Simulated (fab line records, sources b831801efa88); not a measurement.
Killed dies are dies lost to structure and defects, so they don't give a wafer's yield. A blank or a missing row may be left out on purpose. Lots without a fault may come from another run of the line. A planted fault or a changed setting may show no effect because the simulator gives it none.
Which tool did it? | flow sky130 | 14 lots, 42 wafers sampled, at 1 step of a route of 708

WHAT THE GAUGES READ, wafer by wafer
SKY_FIELD_ISO_BOW_MEAS_00.
lot  | measured    | on            | INCOMING_BOW (um)
L898 | day 1 15:01 | film_metro-02 | 1 6 -5
L899 | day 1 20:00 | film_metro-04 | 0 8 9
L900 | day 2 01:00 | film_metro-04 | 2 0 5
L901 | day 2 06:04 | film_metro-03 | 0 5 8
L904 | day 2 21:01 | film_metro-02 | 5 -6 2
L910 | day 4 03:00 | film_metro-03 | 7 1 5
L911 | day 4 08:01 | film_metro-04 | 13 14 -2
L912 | day 4 13:00 | film_metro-03 | -10 -3 2
L914 | day 4 23:01 | film_metro-02 | -6 1 5
L915 | day 5 04:00 | film_metro-03 | -2 2 -5
L916 | day 5 09:00 | film_metro-03 | -1 3 -19
L918 | day 5 19:00 | film_metro-02 | -9 2 -13
L919 | day 6 00:01 | film_metro-03 | -1 -3 17
L920 | day 6 05:00 | film_metro-02 | -2 -1 12

WHICH TOOL RAN EACH LOT (tool, then ch and the chambers of the sampled wafers, then the start)
The record holds no process step before these readings.

WHAT THE TOOLS THEMSELVES READ (means of the sampled wafers that have a number; where no wafer has one, the mark that the record gives instead)
The record holds no such reading with a usual standard deviation.

THE ANSWER, worked out from the rows above alone
Rule: what is usual is taken from the lots themselves. Put in order of their means at a reading, lots are off if they are a third of the lots or fewer, leave a main group of 4 or more, and stand apart from it by a gap of 3 or more times the standard deviation of the main group's means; of several such gaps the widest counts. A main group whose means are all the same, to the digits that the tables above print for the reading, isn't used. A lot without any number at a reading at which 4 lots or more have one is off too. The other lots that the step has rows for count as sound. The gauges are gone through in route order, then the tools' own readings, and for those a lot's mean is taken as printed above. The first step at which some lot is off is used, and at that step the reading that is off furthest; a lot without a number counts as furthest.
No lot is off at any reading shown: from this, nothing can be told.

WHAT THE SIMULATOR HAD PUT IN
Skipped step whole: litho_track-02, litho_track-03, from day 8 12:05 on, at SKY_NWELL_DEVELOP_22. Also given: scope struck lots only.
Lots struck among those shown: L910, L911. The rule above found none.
